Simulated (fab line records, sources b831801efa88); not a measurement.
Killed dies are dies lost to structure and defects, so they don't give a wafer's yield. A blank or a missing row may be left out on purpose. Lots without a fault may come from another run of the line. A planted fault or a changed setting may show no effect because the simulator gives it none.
Which tool did it? | flow sky130 | 11 lots, 33 wafers sampled, at 7 steps of a route of 708

WHAT THE GAUGES READ, wafer by wafer
SKY_SD_P_TW_MEAS_11. Usual: SD_P_TW 2829, standard deviation 30.
lot  | measured     | on            | SD_P_TW        | flag
L906 | day 26 14:53 | film_metro-03 | 2840 2836 2856 |
L910 | day 28 18:28 | film_metro-02 | 2828 2813 2814 |
L915 | day 29 06:07 | film_metro-02 | 2790 2789 2786 |
L916 | day 29 08:55 | film_metro-04 | 2877 2864 2865 |
L918 | day 29 22:32 | film_metro-02 | 2789 2796 2800 |
L919 | day 30 11:41 | film_metro-02 | 2685 2690 2684 | OFF
L920 | day 30 14:40 | film_metro-02 | 2794 2787 2783 |
L921 | day 31 04:37 | film_metro-03 | 2735 2736 2738 | OFF
L922 | day 31 10:05 | film_metro-02 | 2712 2702 2705 | OFF
L923 | day 31 14:38 | film_metro-04 | 2852 2855 2858 |
L928 | day 33 08:02 | film_metro-03 | 2858 2856 2845 |

SKY_SD_N_RS_MEAS_17: measures by four-point-probe. Usual: SD_P_RS 147.1 ohm/sq, standard deviation 0.37.
lot  | measured     | on            | SD_P_RS (ohm/sq)  | flag
L906 | day 29 01:47 | film_metro-02 | 147.0 146.5 146.8 |
L910 | day 31 04:19 | film_metro-04 | 146.7 147.3 147.6 |
L915 | day 31 15:30 | film_metro-03 | 147.4 147.4 147.0 |
L916 | day 31 18:11 | film_metro-03 | 146.8 147.4 146.7 |
L918 | day 32 06:32 | film_metro-02 | 147.2 147.1 146.7 |
L919 | day 32 19:38 | film_metro-03 | 150.5 150.9 150.8 | OFF
L920 | day 32 21:24 | film_metro-04 | 146.7 146.7 147.2 |
L921 | day 33 11:37 | film_metro-03 | 150.7 150.0 149.9 | OFF
L922 | day 33 16:55 | film_metro-02 | 149.6 150.4 149.6 | OFF
L923 | day 33 20:43 | film_metro-02 | 146.8 146.9 146.8 |
L928 | day 35 13:32 | film_metro-02 | 147.0 147.6 147.1 |

SKY_METAL2_CD_MEAS_15: target cd 140 nm. Usual: cd_nm 140.0 nm, standard deviation 1.7.
lot  | measured     | on        | cd_nm (nm)        | flag
L906 | day 36 06:24 | cd_sem-02 | 139.9 139.9 140.0 |
L910 | day 38 04:18 | cd_sem-01 | 137.2 138.7 136.5 |
L915 | day 38 13:26 | cd_sem-01 | 142.8 143.4 142.8 |
L916 | day 38 17:25 | cd_sem-01 | 138.3 137.0 136.6 |
L918 | day 39 03:59 | cd_sem-01 | 140.7 140.7 138.9 |
L919 | day 39 16:05 | cd_sem-02 | 140.7 139.7 139.8 |
L920 | day 39 17:47 | cd_sem-02 | 141.5 141.5 142.2 |
L921 | day 40 07:40 | cd_sem-02 | 141.7 140.8 142.3 |
L922 | day 40 11:28 | cd_sem-02 | 137.9 139.1 139.9 |
L923 | day 40 15:16 | cd_sem-01 | 139.3 139.4 139.6 |
L928 | day 42 04:29 | cd_sem-02 | 140.5 142.6 142.0 |

WHICH TOOL RAN EACH LOT (tool, then ch and the chambers of the sampled wafers, then the start)
lot  | SKY_SD_P_IMPLANT_09             | SKY_SD_P_STRIP_10                    | SKY_VIA1_STRIP_16                    | SKY_METAL2_SPUTTER_00
L906 | implanter-04 ch 0, day 26 14:38 | plasma_asher-04 ch 0,1, day 26 14:47 | plasma_asher-04 ch 0,1, day 35 02:27 | pvd_sputter-02, day 35 03:41
L910 | implanter-03 ch 0, day 28 18:13 | plasma_asher-04 ch 0,1, day 28 18:22 | plasma_asher-04 ch 0,1, day 37 01:25 | pvd_sputter-01, day 37 02:41
L915 | implanter-04 ch 0, day 29 05:53 | plasma_asher-03 ch 0,1, day 29 06:01 | plasma_asher-04 ch 0,1, day 37 10:19 | pvd_sputter-02, day 37 11:32
L916 | implanter-03 ch 0, day 29 08:40 | plasma_asher-01 ch 0,1, day 29 08:49 | plasma_asher-04 ch 0,1, day 37 14:04 | pvd_sputter-04, day 37 15:23
L918 | implanter-02 ch 0, day 29 22:18 | plasma_asher-03 ch 0,1, day 29 22:25 | plasma_asher-02 ch 0,1, day 38 01:13 | pvd_sputter-04, day 38 02:32
L919 | implanter-03 ch 0, day 30 11:27 | plasma_asher-04 ch 0,1, day 30 11:34 | plasma_asher-01 ch 0,1, day 38 13:55 | pvd_sputter-01, day 38 15:08
L920 | implanter-02 ch 0, day 30 14:26 | plasma_asher-01 ch 0,1, day 30 14:34 | plasma_asher-04 ch 0,1, day 38 15:43 | pvd_sputter-01, day 38 16:56
L921 | implanter-03 ch 0, day 31 04:22 | plasma_asher-04 ch 0,1, day 31 04:31 | plasma_asher-02 ch 0,1, day 39 05:45 | pvd_sputter-04, day 39 07:12
L922 | implanter-03 ch 0, day 31 09:50 | plasma_asher-03 ch 0,1, day 31 09:59 | plasma_asher-04 ch 1, day 39 10:24   | pvd_sputter-04, day 39 11:40
L923 | implanter-02 ch 0, day 31 14:23 | plasma_asher-03 ch 0,1, day 31 14:32 | plasma_asher-04 ch 0,1, day 39 13:34 | pvd_sputter-01, day 39 14:47
L928 | implanter-04 ch 0, day 33 07:48 | plasma_asher-01 ch 1, day 33 07:56   | plasma_asher-02 ch 0, day 41 02:49   | pvd_sputter-01, day 41 04:10
- SKY_SD_P_IMPLANT_09
- SKY_SD_P_STRIP_10: strips in O2/N2.
- SKY_VIA1_STRIP_16: strips in O2/N2.
- SKY_METAL2_SPUTTER_00: material Ti, target thk 15 nm, time 10 s.

WHAT THE TOOLS THEMSELVES READ (means of the sampled wafers that have a number; where no wafer has one, the mark that the record gives instead)
SKY_SD_P_STRIP_10. Usual: drypump_motor_current_A 5.9 A, standard deviation 0.3; oes_product_au 0.618 a.u., standard deviation 0.0047; strip_time_to_endpoint_s 17.49 s, standard deviation 0.042.
lot  | tool            | drypump_motor_current_A (A) | oes_product_au (a.u.) | strip_time_to_endpoint_s (s) | flag
L906 | plasma_asher-04 | 5.8                         | 0.618                 | 17.47                        |
L910 | plasma_asher-04 | 6.0                         | 0.621                 | 17.50                        |
L915 | plasma_asher-03 | 5.5                         | 0.614                 | 17.50                        |
L916 | plasma_asher-01 | 6.1                         | 0.619                 | 17.45                        |
L918 | plasma_asher-03 | 5.6                         | 0.615                 | 17.55                        |
L919 | plasma_asher-04 | 6.0                         | 0.628                 | 17.07                        | OFF
L920 | plasma_asher-01 | 6.2                         | 0.616                 | 17.48                        |
L921 | plasma_asher-04 | 6.0                         | 0.627                 | 17.07                        | OFF
L922 | plasma_asher-03 | 5.5                         | 0.625                 | 17.14                        | OFF
L923 | plasma_asher-03 | 5.6                         | 0.620                 | 17.48                        |
L928 | plasma_asher-01 | 6.3                         | 0.621                 | 17.47                        |

SKY_VIA1_STRIP_16. Usual: drypump_motor_current_A 5.87 A, standard deviation 0.28; oes_product_au 0.414 a.u., standard deviation 0.005; strip_time_to_endpoint_s 4.45 s, standard deviation 0.03.
lot  | tool            | drypump_motor_current_A (A) | oes_product_au (a.u.) | strip_time_to_endpoint_s (s) | flag
L906 | plasma_asher-04 | 5.99                        | 0.420                 | 4.45                         |
L910 | plasma_asher-04 | 5.98                        | 0.417                 | 4.47                         |
L915 | plasma_asher-04 | 5.77                        | 0.413                 | 4.43                         |
L916 | plasma_asher-04 | 6.00                        | 0.413                 | 4.47                         |
L918 | plasma_asher-02 | 5.72                        | 0.412                 | 4.46                         |
L919 | plasma_asher-01 | 6.20                        | 0.409                 | 4.43                         |
L920 | plasma_asher-04 | 5.79                        | 0.415                 | 4.46                         |
L921 | plasma_asher-02 | 5.68                        | 0.417                 | 4.46                         |
L922 | plasma_asher-04 | 6.17                        | 0.412                 | 4.45                         |
L923 | plasma_asher-04 | 5.78                        | 0.412                 | 4.48                         |
L928 | plasma_asher-02 | 5.62                        | 0.414                 | 4.47                         |

SKY_METAL2_SPUTTER_00. Usual: throttle_valve_pct 30.2 %, standard deviation 1.
lot  | tool           | throttle_valve_pct (%) | flag
L906 | pvd_sputter-02 | 30.2                   |
L910 | pvd_sputter-01 | 30.2                   |
L915 | pvd_sputter-02 | 30.0                   |
L916 | pvd_sputter-04 | 30.8                   |
L918 | pvd_sputter-04 | 31.2                   |
L919 | pvd_sputter-01 | 30.0                   |
L920 | pvd_sputter-01 | 30.1                   |
L921 | pvd_sputter-04 | 30.8                   |
L922 | pvd_sputter-04 | 30.1                   |
L923 | pvd_sputter-01 | 29.4                   |
L928 | pvd_sputter-01 | 31.3                   |

THE ANSWER, worked out from the rows above alone
Rule: a lot is off if the mean of its wafers that have a number lies more than 3 standard deviations from the usual mean. A lot without any number at a reading at which 4 lots or more have one is off too. The other lots that the step has rows for count as sound. The gauges are gone through in route order, then the tools' own readings, and for those a lot's mean is taken as printed above. The first step at which some lot is off is used, and at that step the reading that is off furthest; a lot without a number counts as furthest.
Off: L919, L921, L922, at SKY_SD_P_TW_MEAS_11 (SD_P_TW).
A tool fits if, at a process step before that reading, it ran every lot that is off, and no sound lot after the first of them. The gauges at SKY_SD_P_TW_MEAS_11 aren't tried: what is off there is off at SKY_SD_P_STRIP_10 too, on other tools, and a gauge's error can't cause that. One fits: implanter-03 at SKY_SD_P_IMPLANT_09. Its last sound lot is L916 (day 29 08:40), its first lot that is off L919 (day 30 11:27): a fault that began between those two fits.

WHAT THE SIMULATOR HAD PUT IN
Process parameter drift: implanter-03, from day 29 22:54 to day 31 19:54, at SKY_SD_P_IMPLANT_09. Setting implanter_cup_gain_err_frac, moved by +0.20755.
Lots struck among those shown: L919, L921, L922. The rule above found the same.
